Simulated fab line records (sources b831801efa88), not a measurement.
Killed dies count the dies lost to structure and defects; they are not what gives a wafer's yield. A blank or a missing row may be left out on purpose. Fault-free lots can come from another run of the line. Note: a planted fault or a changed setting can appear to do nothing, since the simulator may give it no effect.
fab line records	flow sky130
record: lots: 11	wafers: 33	last-day: 50
route steps=708 shown METAL2@498 VIA2@510 PAD_OPEN@708
lots untouched by any fault: they come from a run of this same line in which no faults occurred
start-h: hours from the record's opening day to when the first of the lot's shown wafers began	wait-h: time in hours since the lot's previous step	" identical to the entry in the row above	L1.1+2: a single row standing in for several wafers	- no value, or no start given	* or withheld: withheld	< > ~ a bound
route shown NAME@n: a module of which the file shows steps, and the number in the route of the first	usual: average and standard deviation across the fault-free wafers	same: alike in all rows	chamber/n: place in a boat	sites: each site's reading	_std_site: their standard deviation	_edge_site: outer sites' mean less inner sites'	radius-mm: for every site, how far away it sits from the centre of the wafer	mask NAME#n: copy n	behind: the most recent tool/chamber to have shaped the wafer	hold: why the lot went on hold/how many hours it stayed there/how the hold came to an end	device: transistor that didn't switch, given as n, p or np	end of line: the tests these same wafers got at the end of their route	a step with no rows: only its recipe	killed: the dies lost at the first sort to structure and to defects; this is not the yield of the wafer	map: dies across one wafer; x = killed, . = not, _ = none there
set.NAME: setting as actually run; set.NAME@STEP: the setting as run at that earlier step	model.NAME: the simulator's own value behind a step, which no gauge read
steps of the route over a sample of lots; a table a step, a row a wafer
services: a tool's chamber out of use, with start hour (start-h, from the record's first day; less than 0 if before it), hours out, and reason
== steps ==
step: SKY_METAL2_CD_MEAS_15
recipe: target-cd-nm: 140
usual: cd-nm: 140.5/1.5
lot.wafer	tool	chamber	start-h	wait-h	cd-nm
L850.2	cd-sem-02	-	822.39	-	142.2
L850.3	"	-	"	"	141.5
L850.6	"	-	"	"	139.9
L851.3	cd-sem-02	-	832.65	-	142.1
L851.5	"	-	"	"	142.8
L851.6	"	-	"	"	140.5
L853.2	cd-sem-02	-	851.98	-	139.7
L853.3	"	-	"	"	140.9
L853.5	"	-	"	"	140.2
L854.1	cd-sem-02	-	855.51	-	140.8
L854.5	"	-	"	"	138.9
L854.6	"	-	"	"	139.6
L855.1	cd-sem-01	-	861.11	-	140.0
L855.3	"	-	"	"	139.6
L855.5	"	-	"	"	139.6
L856.1	cd-sem-01	-	870.57	-	140.4
L856.2	"	-	"	"	140.7
L856.3	"	-	"	"	140.3
L858.1	cd-sem-02	-	890.41	-	138.9
L858.5	"	-	"	"	138.4
L858.6	"	-	"	"	139.7
L861.2	cd-sem-02	-	913.48	-	139.8
L861.3	"	-	"	"	139.5
L861.5	"	-	"	"	141.1
L862.3	cd-sem-02	-	917.40	-	138.9
L862.4	"	-	"	"	139.8
L862.6	"	-	"	"	137.4
L863.1	cd-sem-01	-	928.36	-	139.8
L863.4	"	-	"	"	139.8
L863.6	"	-	"	"	138.5
L872.2	cd-sem-02	-	986.93	-	140.1
L872.3	"	-	"	"	142.7
L872.4	"	-	"	"	142.9
step: SKY_METAL2_STRIP_20
recipe: chemistry: O2/N2	power-w: 1400	pressure-mtorr: 1500	platen-temp-c: withheld	o2-flow-sccm: 3000	n2-flow-sccm: 300	overash-fraction: 0.5
usual: drypump-motor-current-A: 5.8/0.51	oes-product-au: 0.342/0.0055	strip-time-to-endpoint-s: 2.68/0.058
same: overash-fraction: 0.5
lot.wafer	tool	chamber	start-h	wait-h	drypump-motor-current-A	oes-product-au	rf-hours-counter-h	strip-time-to-endpoint-s
L850.2	plasma-asher-01	1	822.71	0.1	4.9	0.341	75	2.63
L850.3	"	0	"	"	5.8	0.341	-	2.69
L850.6	"	1	"	"	4.9	0.338	-	2.60
L851.3	plasma-asher-01	0	832.98	0.1	5.8	0.334	-	2.71
L851.5	"	0	"	"	5.8	0.340	-	2.70
L851.6	"	1	"	"	4.9	0.338	-	2.67
L853.2	plasma-asher-01	0	852.30	0.1	5.8	0.346	79	2.68
L853.3	"	0	"	"	5.8	0.342	-	2.67
L853.5	"	1	"	"	4.9	0.340	-	2.72
L854.1	plasma-asher-03	1	855.85	0.1	6.2	0.346	12	2.71
L854.5	"	0	"	"	6.2	0.349	-	2.67
L854.6	"	1	"	"	6.2	0.345	-	2.70
L855.1	plasma-asher-03	0	861.45	0.1	6.2	0.349	13	2.69
L855.3	"	0	"	"	6.2	0.348	-	2.69
L855.5	"	1	"	"	6.2	0.347	-	2.71
L856.1	plasma-asher-01	1	870.91	0.1	4.9	0.337	81	2.67
L856.2	"	0	"	"	5.8	0.348	81	2.76
L856.3	"	1	"	"	4.9	0.346	-	2.74
L858.1	plasma-asher-04	1	890.75	0.1	6.4	0.347	97	2.67
L858.5	"	0	"	"	5.8	0.339	-	2.67
L858.6	"	1	"	"	6.4	0.345	-	2.76
L861.2	plasma-asher-03	0	913.80	0.1	6.2	0.340	18	2.74
L861.3	"	1	"	"	6.2	0.342	-	2.70
L861.5	"	1	"	"	6.2	0.345	-	2.76
L862.3	plasma-asher-01	1	917.73	0.1	4.9	0.342	-	2.70
L862.4	"	0	"	"	5.8	0.339	-	2.75
L862.6	"	0	"	"	5.8	0.352	-	2.67
L863.1	plasma-asher-04	0	928.70	0.1	5.7	0.342	102	2.74
L863.4	"	1	"	"	6.4	0.332	-	2.62
L863.6	"	0	"	"	5.8	0.335	-	2.62
L872.2	plasma-asher-01	0	987.25	0.1	5.8	0.340	91	2.76
L872.3	"	0	"	"	5.8	0.351	-	2.77
L872.4	"	1	"	"	4.9	0.340	-	2.62
step: SKY_VIA2_BOW_MEAS_03
recipe: mode: bow
usual: VIA2_BOW: 85/6.8
lot.wafer	tool	chamber	start-h	wait-h	VIA2_BOW[um]
L850.2	film-metro-01	-	823.81	0.3	75
L850.3	"	-	"	"	83
L850.6	"	-	"	"	82
L851.3	film-metro-03	-	834.07	0.3	80
L851.5	"	-	"	"	72
L851.6	"	-	"	"	78
L853.2	film-metro-03	-	853.47	0.2	86
L853.3	"	-	"	"	84
L853.5	"	-	"	"	76
L854.1	film-metro-01	-	857.08	0.2	74
L854.5	"	-	"	"	90
L854.6	"	-	"	"	85
L855.1	film-metro-03	-	862.62	0.1	77
L855.3	"	-	"	"	85
L855.5	"	-	"	"	82
L856.1	film-metro-02	-	872.09	0.1	92
L856.2	"	-	"	"	77
L856.3	"	-	"	"	88
L858.1	film-metro-02	-	891.84	0.1	88
L858.5	"	-	"	"	91
L858.6	"	-	"	"	102
L861.2	film-metro-02	-	914.96	0.2	90
L861.3	"	-	"	"	75
L861.5	"	-	"	"	85
L862.3	film-metro-02	-	918.88	0.2	90
L862.4	"	-	"	"	93
L862.6	"	-	"	"	82
L863.1	film-metro-03	-	929.78	0.1	84
L863.4	"	-	"	"	78
L863.6	"	-	"	"	83
L872.2	film-metro-03	-	988.38	0.2	101
L872.3	"	-	"	"	89
L872.4	"	-	"	"	79
step: SKY_VIA2_EXPOSE_09
recipe: mask-id: VIM2	na: 0.8	source-shape: annular	sigma-inner: 0.55	sigma-outer: 0.85	target-cd-nm: 200	dose-mj: 38
usual: reticle-temp-C: 22.98/0.099
lot.wafer	tool	chamber	start-h	wait-h	mask	reticle-temp-C
L850.2	krf-scanner-02	0	836.92	-	VIM2#0	23.01
L850.3	"	0	"	"	VIM2#0	22.89
L850.6	"	0	"	"	VIM2#0	22.91
L851.3	krf-scanner-01	0	845.83	-	VIM2#0	23.09
L851.5	"	0	"	"	VIM2#0	23.16
L851.6	"	0	"	"	VIM2#0	22.80
L853.2	krf-scanner-01	0	866.84	-	VIM2#0	23.06
L853.3	"	0	"	"	VIM2#0	23.15
L853.5	"	0	"	"	VIM2#0	23.15
L854.1	krf-scanner-01	0	869.36	-	VIM2#0	23.16
L854.5	"	0	"	"	VIM2#0	22.97
L854.6	"	0	"	"	VIM2#0	23.09
L855.1	krf-scanner-01	0	875.16	-	VIM2#0	23.16
L855.3	"	0	"	"	VIM2#0	23.03
L855.5	"	0	"	"	VIM2#0	23.02
L856.1	krf-scanner-01	0	886.16	-	VIM2#0	22.89
L856.2	"	0	"	"	VIM2#0	22.82
L856.3	"	0	"	"	VIM2#0	22.84
L858.1	krf-scanner-02	0	904.60	-	VIM2#0	22.93
L858.5	"	0	"	"	VIM2#0	22.94
L858.6	"	0	"	"	VIM2#0	22.92
L861.2	krf-scanner-01	0	927.29	-	VIM2#0	22.94
L861.3	"	0	"	"	VIM2#0	22.85
L861.5	"	0	"	"	VIM2#0	22.79
L862.3	krf-scanner-02	0	931.39	-	VIM2#0	22.94
L862.4	"	0	"	"	VIM2#0	22.85
L862.6	"	0	"	"	VIM2#0	22.90
L863.1	krf-scanner-02	0	942.47	-	VIM2#0	23.06
L863.4	"	0	"	"	VIM2#0	23.01
L863.6	"	0	"	"	VIM2#0	22.81
L872.2	krf-scanner-01	0	999.21	-	VIM2#0	23.02
L872.3	"	0	"	"	VIM2#0	22.92
L872.4	"	0	"	"	VIM2#0	22.98
step: SKY_VIA2_CD_MEAS_12
recipe: target-cd-nm: 200
usual: cd-nm: 200.4/1.5
lot.wafer	tool	chamber	start-h	wait-h	cd-nm
L850.2	cd-sem-02	-	849.18	-	198.1
L850.3	"	-	"	"	198.6
L850.6	"	-	"	"	198.2
L851.3	cd-sem-01	-	859.36	-	201.5
L851.5	"	-	"	"	201.8
L851.6	"	-	"	"	201.0
L853.2	cd-sem-02	-	879.98	-	200.8
L853.3	"	-	"	"	200.5
L853.5	"	-	"	"	201.6
L854.1	cd-sem-01	-	882.81	-	200.1
L854.5	"	-	"	"	197.0
L854.6	"	-	"	"	196.9
L855.1	cd-sem-02	-	888.46	-	198.5
L855.3	"	-	"	"	200.4
L855.5	"	-	"	"	198.8
L856.1	cd-sem-01	-	898.17	-	201.8
L856.2	"	-	"	"	201.6
L856.3	"	-	"	"	201.0
L858.1	cd-sem-01	-	917.07	-	200.2
L858.5	"	-	"	"	200.4
L858.6	"	-	"	"	199.8
L861.2	cd-sem-01	-	940.29	-	200.0
L861.3	"	-	"	"	198.7
L861.5	"	-	"	"	199.6
L862.3	cd-sem-01	-	943.75	-	168.9
L862.4	"	-	"	"	194.9
L862.6	"	-	"	"	171.8
L863.1	cd-sem-01	-	954.22	-	186.6
L863.4	"	-	"	"	186.4
L863.6	"	-	"	"	196.0
L872.2	cd-sem-01	-	1011.09	-	200.2
L872.3	"	-	"	"	199.2
L872.4	"	-	"	"	199.8
step: SKY_PAD_OPEN_PROBE_99
usual: defect-limited-yield: 82.9/2	killed_at_M0_to_M3: 43/7	killed_at_M4_up: 3.0/1.9	killed-at-contacts: 24/4.6	killed-at-front-end: 15/4.1	killed-at-other: 0.3/0.52	killed-dies: 84/9.7	killed-on-rim: 16/3.6	killed-open: 46/6.9	killed-short: 38/6.8	sort_bin_3_pad_short: 0.8/0.41	sort_bin_5_function: 10.2/1.5	sort_bin_6_memory: 6.1/1.1	sort-n-pass: 408/9.7	sort-yield-pct: 82.9/2
same: gross-dies: 492	killed-at-back-side: 0	sort_bin_4_leakage[%]: 0	sort_bin_8_speed[%]: 0
lot.wafer	tool	chamber	start-h	wait-h	defect-limited-yield[%]	killed_at_M0_to_M3	killed_at_M4_up	killed-at-contacts	killed-at-front-end	killed-at-other	killed-dies	killed-on-rim	killed-open	killed-short	sort_bin_3_pad_short[%]	sort_bin_5_function[%]	sort_bin_6_memory[%]	sort-n-pass	sort-yield-pct[%]
L853.2	prober-01	-	1098.67	0.1	82.5	47	4	25	9	1	86	14	53	33	0.4	10.8	6.3	406	82.5
L853.3	prober-01	-	1098.72	0.2	83.9	41	2	15	20	1	79	12	44	35	0.6	9.3	6.1	413	83.9
L853.5	prober-01	-	1098.82	0.2	83.5	39	3	26	13	0	81	16	44	37	1.2	9.6	5.7	411	83.5
L856.1	prober-02	-	1116.20	0.1	81.3	53	1	24	14	0	92	21	45	46	0.4	9.8	8.5	400	81.3
L856.2	prober-02	-	1116.25	0.1	79.5	52	2	26	21	0	101	20	53	47	0.6	14.8	5.1	391	79.5
L856.3	prober-02	-	1116.30	0.2	82.1	40	1	28	18	1	88	23	43	45	0.8	10.4	6.7	404	82.1
L858.1	prober-02	-	1130.43	0.1	80.5	53	3	27	13	0	96	19	48	48	1.6	13.2	4.7	396	80.5
L858.5	prober-02	-	1130.63	0.2	82.5	47	6	17	16	0	86	13	44	42	1.0	9.3	7.1	406	82.5
L858.6	prober-02	-	1130.68	0.2	81.3	50	3	18	21	0	92	18	49	43	1.0	10.4	7.3	400	81.3
L862.3	prober-01	-	1151.03	0.2	53.3	193	5	15	16	1	230	77	43	39	1.8	39.6	5.3	262	53.3
L862.4	prober-01	-	1151.08	0.2	84.3	47	4	13	13	0	77	14	48	28	1.0	8.9	5.7	415	84.3
L862.6	prober-01	-	1151.18	0.2	80.7	60	0	19	16	0	95	29	40	28	0.8	14.0	4.5	397	80.7
L863.1	prober-02	-	1157.33	0.1	80.5	49	6	24	16	1	96	19	61	35	0.6	11.6	7.3	396	80.5
L863.4	prober-02	-	1157.48	0.2	79.7	50	2	33	15	0	100	16	61	39	0.4	13.6	6.3	392	79.7
L863.6	prober-02	-	1157.58	0.2	83.7	35	0	24	21	0	80	12	42	38	1.2	10.4	4.7	412	83.7
killed by level:class
L853.2 CONTACT:geometric-particle:open=11 METAL2:geometric-particle:short=10 VIA2:geometric-particle:open=9 LI_CONTACT:geometric-particle:open=7 VIA3:geometric-particle:open=6 VIA1:geometric-particle:open=5 POLY_GATE:geometric-particle:open=4 METAL1:geometric-particle:short=4
L853.3 VIA1:geometric-particle:open=9 LI_CONTACT:geometric-particle:open=8 VIA2:geometric-particle:open=6 VIA3:geometric-particle:open=6 POLY_GATE:geometric-particle:open=5 FIELD_ISO:geometric-particle:short=4 POLY_GATE:geometric-particle:short=4 METAL1:geometric-particle:short=4
L853.5 LI_CONTACT:geometric-particle:open=11 VIA1:geometric-particle:open=10 LOCAL_INTERCONNECT:geometric-particle:short=6 CONTACT:geometric-particle:open=6 VIA2:geometric-particle:open=6 VIA2:geometric-particle:short=5 POLY_GATE:geometric-particle:short=4 METAL2:geometric-particle:short=4
L856.1 VIA2:geometric-particle:open=11 VIA1:geometric-particle:short=11 CONTACT:geometric-particle:open=10 VIA3:geometric-particle:open=7 METAL1:geometric-particle:short=6 CONTACT:geometric-particle:short=5 VIA2:geometric-particle:short=5 FIELD_ISO:geometric-particle:open=4
L856.2 CONTACT:geometric-particle:open=10 VIA1:geometric-particle:open=8 METAL1:geometric-particle:short=7 VIA2:geometric-particle:open=7 LI_CONTACT:geometric-particle:open=7 VIA1:geometric-particle:short=6 METAL2:geometric-particle:short=6 VIA3:geometric-particle:open=6
L856.3 LI_CONTACT:geometric-particle:open=9 CONTACT:geometric-particle:open=7 FIELD_ISO:geometric-particle:short=6 VIA1:geometric-particle:open=6 METAL1:geometric-particle:short=5 VIA2:geometric-particle:open=5 VIA1:geometric-particle:short=5 VIA3:geometric-particle:open=5
L858.1 VIA1:geometric-particle:open=11 VIA2:geometric-particle:open=10 VIA2:geometric-particle:short=8 METAL1:geometric-particle:short=7 CONTACT:geometric-particle:open=6 CONTACT:geometric-particle:short=6 LOCAL_INTERCONNECT:geometric-particle:short=6 POLY_GATE:geometric-particle:open=4
L858.5 VIA1:geometric-particle:open=10 CONTACT:geometric-particle:open=7 METAL1:geometric-particle:short=6 VIA3:geometric-particle:open=6 FIELD_ISO:geometric-particle:short=5 VIA1:geometric-particle:short=5 VIA3:geometric-particle:short=5 VIA2:geometric-particle:open=4
L858.6 METAL1:geometric-particle:short=9 VIA3:geometric-particle:open=8 LI_CONTACT:geometric-particle:open=8 VIA1:geometric-particle:open=8 FIELD_ISO:geometric-particle:open=7 POLY_GATE:geometric-particle:short=7 VIA2:geometric-particle:open=7 VIA1:geometric-particle:short=6
L862.3 VIA2:area-expose=145 VIA1:geometric-particle:open=11 VIA2:geometric-particle:open=11 METAL2:geometric-particle:short=10 FIELD_ISO:geometric-particle:open=5 CONTACT:geometric-particle:short=5 VIA1:geometric-particle:short=4 VIA3:geometric-particle:short=4
L862.4 VIA1:geometric-particle:open=14 CONTACT:geometric-particle:open=6 VIA2:geometric-particle:open=6 METAL1:geometric-particle:short=5 VIA2:geometric-particle:short=5 FIELD_ISO:geometric-particle:open=4 METAL1:geometric-particle:open=4 METAL2:geometric-particle:open=4
L862.6 VIA2:area-expose=26 VIA1:geometric-particle:open=8 LI_CONTACT:geometric-particle:open=6 VIA2:geometric-particle:open=6 CONTACT:geometric-particle:open=5 CONTACT:geometric-particle:short=5 VIA3:geometric-particle:open=5 POLY_GATE:geometric-particle:short=4
L863.1 VIA2:geometric-particle:open=11 VIA1:geometric-particle:open=11 LI_CONTACT:geometric-particle:open=8 POLY_GATE:geometric-particle:open=6 CONTACT:geometric-particle:open=6 VIA3:geometric-particle:open=6 LOCAL_INTERCONNECT:geometric-particle:short=5 METAL1:geometric-particle:short=5
L863.4 VIA1:geometric-particle:open=14 LI_CONTACT:geometric-particle:open=13 CONTACT:geometric-particle:open=10 METAL2:geometric-particle:short=7 VIA2:geometric-particle:open=7 POLY_GATE:geometric-particle:open=5 CONTACT:geometric-particle:short=5 VIA3:geometric-particle:open=5
L863.6 VIA1:geometric-particle:open=8 VIA2:geometric-particle:open=8 POLY_GATE:geometric-particle:short=6 CONTACT:geometric-particle:short=6 CONTACT:geometric-particle:open=6 VIA1:geometric-particle:short=6 FIELD_ISO:geometric-particle:short=5 POLY_GATE:geometric-particle:open=5
== services ==
tool	chamber	start-h	hours	kind
plasma-asher-04	-	815.53	14.6	pm
plasma-asher-04	-	823.40	9.9	repair
krf-scanner-02	-	846.32	7.5	repair
krf-scanner-02	-	852.08	0.3	repair
krf-scanner-02	-	860.46	1.3	repair
krf-scanner-01	-	861.75	1.3	pm
krf-scanner-02	-	876.64	0.7	repair
krf-scanner-01	-	880.12	0.8	pm
plasma-asher-01	-	891.64	10.5	repair
krf-scanner-02	-	913.50	0.8	pm
krf-scanner-01	0	913.96	-	calibration
krf-scanner-02	-	914.25	1.0	pm
krf-scanner-02	0	915.24	-	calibration
krf-scanner-01	-	915.25	1.0	pm
krf-scanner-02	-	916.25	1.3	pm
plasma-asher-04	-	957.43	5.1	repair
plasma-asher-03	-	987.77	14.6	pm
== key ==
first-sign: step: SKY_VIA2_CD_MEAS_12	reading: cd-nm	direction: down	sigmas: 11	usual: 200.4	struck: 184.1
effect: step: SKY_PAD_OPEN_PROBE_99	reading: killed_at_M0_to_M3	direction: up	sigmas: 4.3	usual: 43	struck: 72	wafers-moved: 2
more-kills-born-at: SKY_VIA2_EXPOSE_09@krf-scanner-02: 171
met-at SKY_VIA2_EXPOSE_09
struck-lots L862,L863
not-acting-at SKY_METAL2_CD_MEAS_15,SKY_METAL2_STRIP_20,SKY_VIA2_BOW_MEAS_03
onset-between 904.60 931.39
fault: kind: process-parameter-drift	tool: krf-scanner-02	chamber: -	onset-h: 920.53	steps: SKY_VIA2_EXPOSE_09	channel: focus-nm	offset: 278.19	spread-by-wafer: 0.3	shape: step	end-h: 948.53
